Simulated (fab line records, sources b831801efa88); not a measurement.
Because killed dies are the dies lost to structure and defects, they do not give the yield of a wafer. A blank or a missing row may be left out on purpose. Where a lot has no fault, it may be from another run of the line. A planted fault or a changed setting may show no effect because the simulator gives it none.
Chamber matching -- flow gf180mcu -- 3 sister chambers for GF_V4_CVD_02 on pecvd-04
The step deposits SiO2 from TEOS, target thk 850 nm, time 94.851 s. 22 wafers are shown with their chamber, then 11 later ones without.

## EACH WAFER AND ITS CHAMBER
wafer,chamber,heater-power-outer-w (W),heater-power-w (W)
L074.1,2,297,525
L074.3,1,501,780
L074.4,2,327,547
L075.2,0,488,785
L075.3,1,438,695
L075.4,2,248,477
L076.4,1,493,783
L076.5,0,480,745
L076.6,2,334,560
L080.3,2,324,579
L080.5,2,356,614
L080.6,1,528,791
L081.1,2,310,545
L081.2,1,512,765
L081.3,0,357,606
L082.1,2,371,607
L082.3,1,530,826
L082.5,1,422,648
L083.2,2,308,541
L083.4,2,342,579
L083.5,1,414,658
L085.3,2,336,588

SIGNATURES (means of the wafers above)
reading,chamber 0,chamber 1,chamber 2,scatter within a chamber
heater-power-outer-w,441.67,479.75,323.00,44.4
heater-power-w,712.00,743.25,560.18,58.2
Rule: a wafer's distance from a chamber is the root of the sum, over the readings, of the square of ((its reading less the chamber's mean) divided by the reading's scatter). If the next closest chamber is less than 2 further off than the closest, the wafer can't be placed; otherwise it belongs to the closest. How the scatter is found: for the shown wafers, subtract from each reading the mean of its chamber, square and add these, divide the total by (wafers less chambers), then take the root.

## WAFERS WITHOUT THEIR CHAMBER
wafer,heater-power-outer-w (W),heater-power-w (W)
L085.4,399,662
L085.6,425,666
L088.4,471,752
L088.5,444,720
L088.6,340,615
L093.4,461,738
L093.5,336,572
L093.6,317,557
L097.2,390,653
L097.3,476,754
L097.4,415,683

## WHICH CHAMBER EACH WENT THROUGH
wafer,from the rows above,in truth
L085.4,can't be placed: 0 or 1 or 2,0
L085.6,can't be placed: 0 or 1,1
L088.4,can't be placed: 1 or 0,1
L088.5,can't be placed: 0 or 1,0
L088.6,can't be placed: 2 or 0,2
L093.4,can't be placed: 1 or 0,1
L093.5,2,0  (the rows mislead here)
L093.6,2,2
L097.2,can't be placed: 0 or 2 or 1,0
L097.3,can't be placed: 1 or 0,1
L097.4,can't be placed: 0 or 1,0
Correctly placed: 1 of 11. From these rows, 9 cannot be placed; in 9 the true chamber is one of the candidates. Wrongly placed: 1.
